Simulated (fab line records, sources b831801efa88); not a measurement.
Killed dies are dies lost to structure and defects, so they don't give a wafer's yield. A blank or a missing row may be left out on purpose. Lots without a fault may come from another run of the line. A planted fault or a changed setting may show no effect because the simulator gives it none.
Which tool did it? | flow gf180mcu | 15 lots, 45 wafers sampled, at 6 steps of a route of 602

WHAT THE GAUGES READ, wafer by wafer
GF_LVPWELL_TW_MEAS_11.
lot  | measured    | on            | LVPWELL_TW
L349 | day 4 02:42 | film_metro-02 | 559 561 562
L351 | day 4 14:40 | film_metro-03 | 542 540 542
L352 | day 4 19:55 | film_metro-02 | 562 561 563
L353 | day 5 04:03 | film_metro-01 | 560 563 564
L354 | day 5 09:31 | film_metro-03 | 546 550 550
L355 | day 5 13:08 | film_metro-03 | 546 547 551
L356 | day 5 16:11 | film_metro-02 | 30 30 30
L357 | day 5 20:35 | film_metro-01 | 30 30 30
L358 | day 6 05:23 | film_metro-01 | 30 30 30
L366 | day 8 04:17 | film_metro-02 | 564 565 565
L367 | day 8 11:25 | film_metro-03 | 545 546 543
L368 | day 8 15:37 | film_metro-01 | 563 561 562
L369 | day 8 21:35 | film_metro-02 | 562 561 567
L370 | day 9 02:59 | film_metro-03 | 545 545 548
L371 | day 9 10:08 | film_metro-01 | 564 561 564

GF_HV_LDD_THK_MEAS_55.
lot  | measured     | on            | HV_LDD_CVD_54_THK (nm)
L349 | day 13 00:16 | film_metro-03 | 10.01 10.03 10.07
L351 | day 13 23:59 | film_metro-01 | 10.05 10.04 10.06
L352 | day 14 06:01 | film_metro-03 | 10.14 10.07 10.06
L353 | day 14 16:50 | film_metro-03 | 9.89 9.94 9.97
L354 | day 15 03:01 | film_metro-02 | 9.82 9.88 9.82
L355 | day 15 13:02 | film_metro-02 | 9.86 9.86 9.75
L356 | day 15 12:01 | film_metro-03 | 10.08 10.05 10.16
L357 | day 15 20:52 | film_metro-03 | 10.13 10.14 10.09
L358 | day 16 11:35 | film_metro-02 | 9.88 10.01 9.94
L366 | day 19 01:22 | film_metro-03 | 10.23 10.27 10.23
L367 | day 19 09:40 | film_metro-01 | 9.79 9.98 9.93
L368 | day 19 17:29 | film_metro-02 | 9.93 9.95 9.99
L369 | day 20 00:52 | film_metro-02 | 9.98 9.99 10.03
L370 | day 20 09:07 | film_metro-01 | 9.99 9.93 10.04
L371 | day 20 21:46 | film_metro-03 | 10.03 10.07 9.90

WHICH TOOL RAN EACH LOT (tool, then ch and the chambers of the sampled wafers, then the start)
lot  | GF_STI_STRIP_15                     | GF_NWELL_STRIP_10                   | GF_LVPWELL_STRIP_10                 | GF_HV_LDD_RTA_52
L349 | plasma_asher-04 ch 0,1, day 2 07:44 | plasma_asher-04 ch 1, day 3 13:36   | plasma_asher-04 ch 0,1, day 4 02:35 | rtp_anneal-02 ch 0, day 12 23:04
L351 | plasma_asher-02 ch 0,1, day 2 18:23 | plasma_asher-02 ch 0,1, day 4 01:38 | plasma_asher-01 ch 0, day 4 14:34   | rtp_anneal-02 ch 0, day 13 22:46
L352 | plasma_asher-03 ch 0,1, day 2 23:07 | plasma_asher-04 ch 0,1, day 4 06:32 | plasma_asher-03 ch 0,1, day 4 19:49 | rtp_anneal-01 ch 0, day 14 04:48
L353 | plasma_asher-03 ch 0,1, day 3 04:28 | plasma_asher-04 ch 0,1, day 4 13:48 | plasma_asher-04 ch 0,1, day 5 03:57 | rtp_anneal-01 ch 0, day 14 15:08
L354 | plasma_asher-03 ch 0,1, day 3 08:34 | plasma_asher-04 ch 0,1, day 4 18:59 | plasma_asher-03 ch 0,1, day 5 09:26 | rtp_anneal-02 ch 0, day 15 01:49
L355 | plasma_asher-02 ch 0,1, day 3 13:17 | plasma_asher-01 ch 0,1, day 4 22:53 | plasma_asher-03 ch 0,1, day 5 13:01 | rtp_anneal-02 ch 0, day 15 11:20
L356 | plasma_asher-02 ch 0,1, day 3 18:26 | plasma_asher-02 ch 0, day 5 01:32   | plasma_asher-03 ch 0,1, day 5 16:05 | rtp_anneal-01 ch 0, day 15 10:18
L357 | plasma_asher-02 ch 0,1, day 3 22:07 | plasma_asher-04 ch 0,1, day 5 05:58 | plasma_asher-04 ch 0,1, day 5 20:30 | rtp_anneal-02 ch 0, day 15 19:39
L358 | plasma_asher-03 ch 0,1, day 4 05:28 | plasma_asher-04 ch 0,1, day 5 14:26 | plasma_asher-04 ch 0,1, day 6 05:16 | rtp_anneal-02 ch 0, day 16 10:22
L366 | plasma_asher-03 ch 1, day 5 22:14   | plasma_asher-01 ch 1, day 7 10:53   | plasma_asher-01 ch 0, day 8 04:10   | rtp_anneal-02 ch 0, day 19 00:10
L367 | plasma_asher-04 ch 0,1, day 6 02:46 | plasma_asher-04 ch 1, day 7 17:53   | plasma_asher-01 ch 0,1, day 8 11:19 | rtp_anneal-02 ch 0, day 19 08:28
L368 | plasma_asher-04 ch 0,1, day 6 07:58 | plasma_asher-01 ch 0,1, day 7 21:38 | plasma_asher-01 ch 0,1, day 8 15:32 | rtp_anneal-02 ch 0, day 19 16:17
L369 | plasma_asher-02 ch 1, day 6 13:17   | plasma_asher-02 ch 0,1, day 8 03:36 | plasma_asher-04 ch 0,1, day 8 21:28 | rtp_anneal-01 ch 0, day 19 23:40
L370 | plasma_asher-03 ch 0,1, day 6 19:07 | plasma_asher-01 ch 0,1, day 8 08:41 | plasma_asher-01 ch 0,1, day 9 02:53 | rtp_anneal-02 ch 0, day 20 07:55
L371 | plasma_asher-03 ch 0,1, day 7 01:37 | plasma_asher-02 ch 0, day 8 15:14   | plasma_asher-04 ch 0,1, day 9 10:01 | rtp_anneal-02 ch 0, day 20 20:34
- GF_STI_STRIP_15: strips in O2/N2.
- GF_NWELL_STRIP_10: strips in O2/N2.
- GF_LVPWELL_STRIP_10: strips in O2/N2.
- GF_HV_LDD_RTA_52: time 10 s.

WHAT THE TOOLS THEMSELVES READ (means of the sampled wafers that have a number; where no wafer has one, the mark that the record gives instead)
GF_STI_STRIP_15.
lot  | tool            | chamber_pressure_mTorr (mTorr) | drypump_motor_current_A (A) | heater_power_w (W) | oes_product_au (a.u.) | strip_time_to_endpoint_s (s)
L349 | plasma_asher-04 | 1499.1                         | 5.2                         | 362                | 0.390                 | 3.82
L351 | plasma_asher-02 | 1498.3                         | 6.1                         | 339                | 0.380                 | 3.78
L352 | plasma_asher-03 | 1500.6                         | 6.3                         | 280                | 0.387                 | 3.71
L353 | plasma_asher-03 | 1499.4                         | 6.3                         | 284                | 0.383                 | 3.72
L354 | plasma_asher-03 | 1500.2                         | 6.0                         | 283                | 0.387                 | 3.86
L355 | plasma_asher-02 | 1501.7                         | 6.0                         | 347                | 0.383                 | 3.72
L356 | plasma_asher-02 | 1500.1                         | 6.0                         | 343                | 0.390                 | 3.81
L357 | plasma_asher-02 | 1498.3                         | 5.9                         | 384                | 0.392                 | 3.84
L358 | plasma_asher-03 | 1500.5                         | 6.0                         | 285                | 0.382                 | 3.75
L366 | plasma_asher-03 | 1499.2                         | 6.6                         | 276                | 0.389                 | 3.80
L367 | plasma_asher-04 | 1498.6                         | 5.2                         | 359                | 0.383                 | 3.78
L368 | plasma_asher-04 | 1500.6                         | 5.6                         | 330                | 0.384                 | 3.79
L369 | plasma_asher-02 | 1499.0                         | 6.2                         | 301                | 0.381                 | 3.69
L370 | plasma_asher-03 | 1501.0                         | 6.0                         | 282                | 0.383                 | 3.74
L371 | plasma_asher-03 | 1500.1                         | 6.0                         | 287                | 0.386                 | 3.80

GF_NWELL_STRIP_10.
lot  | tool            | chamber_pressure_mTorr (mTorr) | drypump_motor_current_A (A) | heater_power_w (W) | oes_product_au (a.u.) | strip_time_to_endpoint_s (s)
L349 | plasma_asher-04 | 1501.0                         | 5.9                         | 302                | 0.725                 | 37.05
L351 | plasma_asher-02 | 1499.5                         | 5.9                         | 384                | 0.722                 | 37.04
L352 | plasma_asher-04 | 1499.5                         | 5.6                         | 331                | 0.717                 | 37.06
L353 | plasma_asher-04 | 1499.2                         | 5.2                         | 357                | 0.725                 | 36.98
L354 | plasma_asher-04 | 1499.7                         | 5.2                         | 357                | 0.722                 | 37.11
L355 | plasma_asher-01 | 1499.8                         | 5.5                         | 325                | 0.723                 | 37.25
L356 | plasma_asher-02 | -                              | -                           | -                  | -                     | -
L357 | plasma_asher-04 | -                              | -                           | -                  | -                     | -
L358 | plasma_asher-04 | -                              | -                           | -                  | -                     | -
L366 | plasma_asher-01 | 1499.5                         | 5.7                         | 343                | 0.722                 | 36.95
L367 | plasma_asher-04 | 1499.4                         | 5.9                         | 299                | 0.721                 | 37.13
L368 | plasma_asher-01 | 1502.1                         | 5.4                         | 326                | 0.721                 | 37.10
L369 | plasma_asher-02 | 1500.3                         | 6.0                         | 341                | 0.719                 | 37.09
L370 | plasma_asher-01 | 1500.6                         | 5.5                         | 333                | 0.722                 | 37.10
L371 | plasma_asher-02 | 1500.4                         | 5.7                         | 423                | 0.724                 | 36.95

GF_LVPWELL_STRIP_10.
lot  | tool            | chamber_pressure_mTorr (mTorr) | drypump_motor_current_A (A) | heater_power_w (W) | oes_product_au (a.u.) | strip_time_to_endpoint_s (s)
L349 | plasma_asher-04 | 1499.7                         | 5.2                         | 361                | 0.723                 | 37.12
L351 | plasma_asher-01 | 1499.2                         | 5.2                         | 328                | 0.722                 | 36.99
L352 | plasma_asher-03 | 1501.5                         | 6.3                         | 279                | 0.720                 | 37.01
L353 | plasma_asher-04 | 1499.6                         | 5.6                         | 331                | 0.727                 | 37.24
L354 | plasma_asher-03 | 1500.9                         | 6.1                         | 287                | 0.725                 | 36.99
L355 | plasma_asher-03 | 1498.9                         | 6.3                         | 279                | 0.727                 | 37.06
L356 | plasma_asher-03 | 1499.7                         | 6.0                         | 283                | 0.742                 | 81.56
L357 | plasma_asher-04 | 1500.0                         | 5.6                         | 337                | 0.742                 | 81.58
L358 | plasma_asher-04 | 1500.2                         | 5.2                         | 359                | 0.738                 | 81.41
L366 | plasma_asher-01 | 1499.8                         | 5.2                         | 323                | 0.724                 | 37.14
L367 | plasma_asher-01 | 1499.1                         | 5.4                         | 328                | 0.726                 | 37.26
L368 | plasma_asher-01 | 1499.7                         | 5.4                         | 324                | 0.727                 | 37.02
L369 | plasma_asher-04 | 1501.3                         | 5.2                         | 361                | 0.723                 | 37.01
L370 | plasma_asher-01 | 1499.5                         | 5.5                         | 334                | 0.721                 | 37.00
L371 | plasma_asher-04 | 1500.9                         | 5.6                         | 334                | 0.725                 | 37.10

GF_HV_LDD_RTA_52.
lot  | tool          | lamp_power_pct (%) | wafer_temp_C_max
L349 | rtp_anneal-02 | 34.1               | 1003.4
L351 | rtp_anneal-02 | 34.1               | 1004.4
L352 | rtp_anneal-01 | 29.4               | 1005.3
L353 | rtp_anneal-01 | 29.4               | 1006.2
L354 | rtp_anneal-02 | 34.1               | 1004.6
L355 | rtp_anneal-02 | 34.1               | 1003.7
L356 | rtp_anneal-01 | 29.4               | 1006.2
L357 | rtp_anneal-02 | 34.1               | 1004.6
L358 | rtp_anneal-02 | 34.1               | 1004.7
L366 | rtp_anneal-02 | 34.1               | 1003.5
L367 | rtp_anneal-02 | 34.1               | 1003.9
L368 | rtp_anneal-02 | 34.1               | 1003.9
L369 | rtp_anneal-01 | 29.4               | 1006.7
L370 | rtp_anneal-02 | 34.1               | 1004.0
L371 | rtp_anneal-02 | 34.1               | 1004.4

THE ANSWER, worked out from the rows above alone
Rule: what is usual is taken from the lots themselves. Put in order of their means at a reading, lots are off if they are a third of the lots or fewer, leave a main group of 4 or more, and stand apart from it by a gap of 3 or more times the standard deviation of the main group's means; of several such gaps the widest counts. A main group whose means are all the same, to the digits that the tables above print for the reading, isn't used. A lot without any number at a reading at which 4 lots or more have one is off too. The other lots that the step has rows for count as sound. The gauges are gone through in route order, then the tools' own readings, and for those a lot's mean is taken as printed above. The first step at which some lot is off is used, and at that step the reading that is off furthest; a lot without a number counts as furthest.
Off: L356, L357, L358, at GF_LVPWELL_TW_MEAS_11 (LVPWELL_TW). The main group: mean 556, standard deviation 8.5.
A tool fits if, at a process step before that reading, it ran every lot that is off, and no sound lot after the first of them. The gauges at GF_LVPWELL_TW_MEAS_11 aren't tried: what is off there is off at GF_NWELL_STRIP_10 too, on other tools, and a gauge's error can't cause that. None of those tried fits.

WHAT THE SIMULATOR HAD PUT IN
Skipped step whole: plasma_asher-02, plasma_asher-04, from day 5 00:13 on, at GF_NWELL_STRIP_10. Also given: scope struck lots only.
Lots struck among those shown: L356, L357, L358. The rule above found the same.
